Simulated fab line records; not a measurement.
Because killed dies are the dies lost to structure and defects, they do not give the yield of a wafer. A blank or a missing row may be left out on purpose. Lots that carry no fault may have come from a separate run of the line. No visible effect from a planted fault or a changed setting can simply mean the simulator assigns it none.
fab line records ; flow sky130 ; part 2 of 2: steps 42 to 42 of 42
[record] lots = 6; wafers = 18; last_day = 50
route steps=708 shown SD_P@327 RES_XHIGH@332 SD_N@342 SALICIDE@361 LI_CONTACT@362 PAD_OPEN@708
lots that met no fault: from a run of the same line without faults
start_h: hours from the record's opening day to when the first of the lot's shown wafers began ; wait_h: time in hours since the lot's previous step ; " same as the row above ; L1.1+2: a row that stands for several wafers ; - either no value or no given start ; * or withheld: withheld ; < > ~ a bound
route shown NAME@n: a module of which the file shows steps, and the number in the route of the first ; usual: mean/standard deviation taken from wafers without a fault ; same: alike in all rows ; chamber/n: place in a boat ; sites: readings site by site ; _std_site: how widely they spread, as a standard deviation ; _edge_site: mean of outer sites minus mean of inner sites ; radius_mm: for every site, how far away it sits from the centre of the wafer ; mask NAME#n: copy n ; behind: tool/chamber where the wafer was last shaped ; hold: reason for holding the lot/hours on hold/outcome of the hold ; device: whichever transistor did not switch (one of n, p or np) ; end of line: tests run on the same wafers once the route is complete ; step lacking rows: just its recipe ; killed: not the wafer's yield, but the dies lost to structure and defects at the first sort ; map: a wafer's dies, x killed, . not, _ none there
set.NAME: the setting as run; set.NAME@STEP: as run at that earlier step ; model.NAME: the simulator's own value behind a step, which no gauge read
lots seen at some steps along the route; tables by step, rows by wafer
services: a tool's chamber out of use, with start hour (start_h, from the record's first day; less than 0 if before it), hours out, and reason
[[steps]]
[step SKY_PAD_OPEN_PROBE_99]
[usual] killed_at_M0_to_M3 = 44/6.8; killed_at_M4_up = 2.9/1.7; killed_at_contacts = 24/5.2; killed_at_front_end = 15/4; killed_at_other = 0.2/0.44; killed_dies = 86/9.9; killed_open = 47/7.9; killed_short = 39/6.3
[same] gross_dies = 492; killed_at_back_side = 0
lot.wafer;tool;chamber;start_h;wait_h;killed_at_M0_to_M3;killed_at_M4_up;killed_at_contacts;killed_at_front_end;killed_at_other;killed_dies;killed_open;killed_short;model.etest.res_xhigh_po.rs_ohm_sq_rim_less_centre;model.etest.res_xhigh_po.rs_ohm_sq_range
L194.1;prober-02;-;1123.36;0.1;43;2;25;13;0;83;40;43;-186.9;218.2
L194.2;prober-02;-;1123.41;0.1;50;3;23;15;0;91;49;41;-183.5;211.2
L194.6;prober-02;-;1123.61;0.2;43;1;17;14;0;75;41;34;-180;211.4
L198.4;prober-02;-;1143.99;0.2;55;3;33;15;0;106;58;47;-213.8;229.8
L198.5;prober-02;-;1144.04;0.2;45;4;35;18;0;102;57;45;-202.2;223.2
L198.6;prober-02;-;1144.09;0.2;43;4;29;11;0;87;54;32;-218.7;227.5
L200.2;prober-01;-;1155.51;0.1;50;1;15;13;0;79;44;35;-38.2;64.35
L200.5;prober-01;-;1155.66;0.2;39;2;28;10;0;79;50;29;-19.58;52.25
L200.6;prober-01;-;1155.71;0.2;32;4;27;12;1;76;38;37;-44.66;57.2
L203.2;prober-01;-;1173.58;0.1;40;4;29;14;1;88;43;45;7.801;121.9
L203.3;prober-01;-;1173.63;0.2;47;4;17;13;0;81;37;43;-17.7;103.4
L203.5;prober-01;-;1173.73;0.2;48;2;14;16;0;80;46;34;-5.401;103.4
L208.1;prober-02;-;1192.84;0.1;37;4;33;18;0;92;54;38;63.99;89.52
L208.4;prober-02;-;1192.99;0.2;49;1;18;19;0;87;47;40;60.13;75.24
L208.5;prober-02;-;1193.04;0.2;40;3;23;14;0;80;42;38;39.45;65.83
L209.1;prober-01;-;1198.24;0.1;55;4;27;10;0;96;59;37;-12.41;110.8
L209.3;prober-01;-;1198.34;0.2;37;3;24;17;0;81;47;34;-7.269;52.44
L209.5;prober-01;-;1198.44;0.2;50;4;22;15;0;91;57;34;-6.565;96.89
// killed by level:class
L194.1 METAL1:geometric_particle:short=9 VIA1:geometric_particle:open=9 CONTACT:geometric_particle:open=8 CONTACT:geometric_particle:short=7 VIA3:geometric_particle:open=7 VIA1:geometric_particle:short=6 FIELD_ISO:geometric_particle:open=5 FIELD_ISO:geometric_particle:short=4
L194.2 CONTACT:geometric_particle:open=13 VIA3:geometric_particle:open=12 METAL1:geometric_particle:short=8 FIELD_ISO:geometric_particle:open=6 VIA1:geometric_particle:open=6 VIA1:geometric_particle:short=5 METAL2:geometric_particle:short=5 LOCAL_INTERCONNECT:geometric_particle:short=4
L194.6 VIA1:geometric_particle:open=14 CONTACT:geometric_particle:open=7 FIELD_ISO:geometric_particle:short=6 METAL2:geometric_particle:short=6 VIA1:geometric_particle:short=5 FIELD_ISO:geometric_particle:open=3 LI_CONTACT:geometric_particle:short=3 LI_CONTACT:geometric_particle:open=3
L198.4 CONTACT:geometric_particle:open=13 METAL1:geometric_particle:short=10 VIA2:geometric_particle:open=9 VIA3:geometric_particle:open=9 VIA1:geometric_particle:open=8 LI_CONTACT:geometric_particle:open=6 LOCAL_INTERCONNECT:geometric_particle:short=6 METAL2:geometric_particle:short=5
L198.5 CONTACT:geometric_particle:open=14 VIA3:geometric_particle:open=9 VIA2:geometric_particle:open=8 LOCAL_INTERCONNECT:geometric_particle:short=7 METAL2:geometric_particle:short=7 LI_CONTACT:geometric_particle:open=6 METAL1:geometric_particle:short=6 POLY_GATE:geometric_particle:short=5
L198.6 LI_CONTACT:geometric_particle:open=11 CONTACT:geometric_particle:open=9 VIA1:geometric_particle:open=9 VIA3:geometric_particle:open=8 VIA2:geometric_particle:open=7 POLY_GATE:geometric_particle:open=4 METAL1:geometric_particle:short=4 VIA1:geometric_particle:short=4
L200.2 METAL1:geometric_particle:short=12 VIA1:geometric_particle:open=11 CONTACT:geometric_particle:open=7 VIA3:geometric_particle:open=5 VIA2:geometric_particle:open=5 LI_CONTACT:geometric_particle:open=5 VIA3:geometric_particle:short=5 VIA1:geometric_particle:short=4
L200.5 CONTACT:geometric_particle:open=12 VIA1:geometric_particle:open=10 LI_CONTACT:geometric_particle:open=8 METAL1:geometric_particle:short=8 VIA2:geometric_particle:open=7 CONTACT:geometric_particle:short=6 VIA3:geometric_particle:open=4 VIA1:geometric_particle:short=3
L200.6 CONTACT:geometric_particle:open=12 CONTACT:geometric_particle:short=7 VIA1:geometric_particle:open=6 FIELD_ISO:geometric_particle:short=5 METAL1:geometric_particle:short=5 VIA3:geometric_particle:open=5 FIELD_ISO:geometric_particle:open=4 LI_CONTACT:geometric_particle:open=3
L203.2 CONTACT:geometric_particle:open=8 VIA1:geometric_particle:open=7 LI_CONTACT:geometric_particle:open=6 METAL1:geometric_particle:short=6 LI_CONTACT:geometric_particle:short=5 VIA3:geometric_particle:short=5 CONTACT:geometric_particle:short=5 VIA2:geometric_particle:open=5
L203.3 VIA1:geometric_particle:open=12 METAL1:geometric_particle:short=7 VIA2:geometric_particle:open=6 FIELD_ISO:geometric_particle:short=5 LI_CONTACT:geometric_particle:open=5 METAL2:geometric_particle:short=5 LOCAL_INTERCONNECT:geometric_particle:short=4 CONTACT:geometric_particle:short=4
L203.5 VIA1:geometric_particle:open=19 LI_CONTACT:geometric_particle:open=6 VIA2:geometric_particle:open=6 POLY_GATE:geometric_particle:open=5 POLY_GATE:geometric_particle:short=5 METAL2:geometric_particle:short=5 METAL1:geometric_particle:short=5 LOCAL_INTERCONNECT:geometric_particle:short=4
L208.1 CONTACT:geometric_particle:open=12 VIA3:geometric_particle:open=9 VIA1:geometric_particle:open=8 VIA2:geometric_particle:open=7 LI_CONTACT:geometric_particle:open=7 FIELD_ISO:geometric_particle:short=6 FIELD_ISO:geometric_particle:open=6 CONTACT:geometric_particle:short=6
L208.4 VIA1:geometric_particle:open=11 VIA2:geometric_particle:open=9 METAL1:geometric_particle:short=8 CONTACT:geometric_particle:open=7 VIA3:geometric_particle:open=7 POLY_GATE:geometric_particle:short=6 FIELD_ISO:geometric_particle:open=4 FIELD_ISO:geometric_particle:short=4
L208.5 CONTACT:geometric_particle:open=12 VIA2:geometric_particle:open=8 METAL1:geometric_particle:short=7 VIA1:geometric_particle:open=6 CONTACT:geometric_particle:short=6 POLY_GATE:geometric_particle:short=5 VIA3:geometric_particle:open=5 POLY_GATE:geometric_particle:open=4
L209.1 VIA1:geometric_particle:open=15 VIA3:geometric_particle:open=10 LI_CONTACT:geometric_particle:open=9 VIA2:geometric_particle:open=8 CONTACT:geometric_particle:open=6 CONTACT:geometric_particle:short=6 METAL1:geometric_particle:short=6 FIELD_ISO:geometric_particle:open=5
L209.3 VIA2:geometric_particle:open=10 LI_CONTACT:geometric_particle:open=8 POLY_GATE:geometric_particle:open=6 VIA1:geometric_particle:open=6 FIELD_ISO:geometric_particle:short=5 CONTACT:geometric_particle:open=5 CONTACT:geometric_particle:short=5 VIA3:geometric_particle:open=5
L209.5 VIA1:geometric_particle:open=14 CONTACT:geometric_particle:open=10 POLY_GATE:geometric_particle:open=8 VIA3:geometric_particle:open=7 LI_CONTACT:geometric_particle:open=6 VIA1:geometric_particle:short=6 VIA2:geometric_particle:open=6 METAL2:geometric_particle:short=4
[[services]]
tool;chamber;start_h;hours;kind
cmp-02;-;637.34;1.5;repair
plasma_asher-03;-;641.31;2.7;repair
plasma_asher-02;-;646.68;10.2;repair
cmp-01;-;663.03;0.4;repair
cmp-02;-;667.18;0.5;repair
implanter-02;-;670.87;2.3;repair
cmp-01;-;681.32;3.7;repair
plasma_asher-04;-;694.38;4.5;repair
implanter-01;-;694.65;3.7;pm
plasma_asher-02;-;696.33;14.6;pm
implanter-02;-;702.75;1.7;repair
cmp-01;-;709.92;23.8;repair
implanter-01;-;727.17;2.0;repair
plasma_asher-03;-;733.75;9.0;pm
cmp-01;-;734.46;1.3;repair
implanter-02;-;741.10;1.3;repair
cmp-02;-;743.35;4.8;pm
cmp-01;-;744.08;4.0;pm
implanter-02;-;750.97;7.1;pm
cmp-02;-;752.78;0.2;repair
implanter-02;-;768.66;1.6;repair
cmp-02;-;788.58;0.3;repair
cmp-02;-;796.92;5.1;pm
plasma_asher-01;-;808.07;0.4;repair
[[key]]
first_sign none at tools or gauges
[model_effect] step = SKY_PAD_OPEN_PROBE_99; value = etest.res_xhigh_po.rs_ohm_sq_rim_less_centre; without = 12.54; struck = -197.5
met_at SKY_RES_XHIGH_IMPLANT_07
struck_wafers L194.1,L194.2,L194.6,L198.4,L198.5,L198.6
tester_left_out L194,L198
[fault] kind = process_parameter_drift; tool = implanter-02; chamber = -; onset_h = 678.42; steps = SKY_RES_XHIGH_IMPLANT_07; channel = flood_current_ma; offset = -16; shape = step; end_h = 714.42
// tester_left_out: of these lots the tester's yield and bins aren't shown, on N5 and GAA mostly nor the transistor test; their killed dies are dies lost to structure and defects alone, not to doping, threshold or leakage, so they don't give the yield
